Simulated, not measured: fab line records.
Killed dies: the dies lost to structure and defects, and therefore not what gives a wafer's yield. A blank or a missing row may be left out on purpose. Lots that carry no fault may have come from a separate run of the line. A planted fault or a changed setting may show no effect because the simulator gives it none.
Which tool was responsible? / flow gf180mcu / 12 lots (36 wafers sampled), 1 step of a 602-step route

WHAT THE GAUGES READ, wafer by wafer
GF_LVPWELL_OVL_MEAS_07.
lot=L075; measured=day 4 01:59; on=overlay-02; LVPWELL_OVL (nm)=1.5 1.1 0.2
lot=L077; measured=day 4 13:44; on=overlay-02; LVPWELL_OVL (nm)=-0.2 -0.9 -0.9
lot=L079; measured=day 4 23:47; on=overlay-01; LVPWELL_OVL (nm)=-1.6 0.1 -0.1
lot=L081; measured=day 5 12:08; on=overlay-01; LVPWELL_OVL (nm)=1.0 -0.3 2.3
lot=L083; measured=day 5 22:50; on=overlay-01; LVPWELL_OVL (nm)=0.0 -1.3 -0.7
lot=L085; measured=day 6 11:12; on=overlay-02; LVPWELL_OVL (nm)=-0.7 -0.9 -0.4
lot=L087; measured=day 6 20:26; on=overlay-02; LVPWELL_OVL (nm)=0.2 1.1 0.4
lot=L089; measured=day 7 08:29; on=overlay-02; LVPWELL_OVL (nm)=0.8 -0.3 -1.5
lot=L091; measured=day 7 18:35; on=overlay-01; LVPWELL_OVL (nm)=0.1 -0.2 0.6
lot=L093; measured=day 8 10:17; on=overlay-02; LVPWELL_OVL (nm)=-1.6 -1.4 -0.2
lot=L095; measured=day 8 20:59; on=overlay-02; LVPWELL_OVL (nm)=0.9 0.2 1.0
lot=L097; measured=day 9 08:08; on=overlay-02; LVPWELL_OVL (nm)=0.5 -0.2 0.9

WHAT TOOL EACH LOT RAN ON (gives the tool, then ch and the chambers of the sampled wafers, and finally the start)
Record: no process step prior to these readings.

THE ANSWER, worked out from the rows above alone
Rule: usual is defined by the lots themselves. The widest of any qualifying gaps counts: lots, ordered by their means at a reading, are off when they make up no more than a third of the lots, leave a main group of 4 or more, and stand apart from it by 3 or more times the standard deviation of that group's means. Not used: any main group whose means are identical at the precision the tables above print for the reading. Also off: a lot with no number at a reading for which 4 or more lots have one. The other lots that the step has rows for count as sound.
None of the lots is off at any reading shown; this tells nothing.

WHAT THE SIMULATOR HAD PUT IN
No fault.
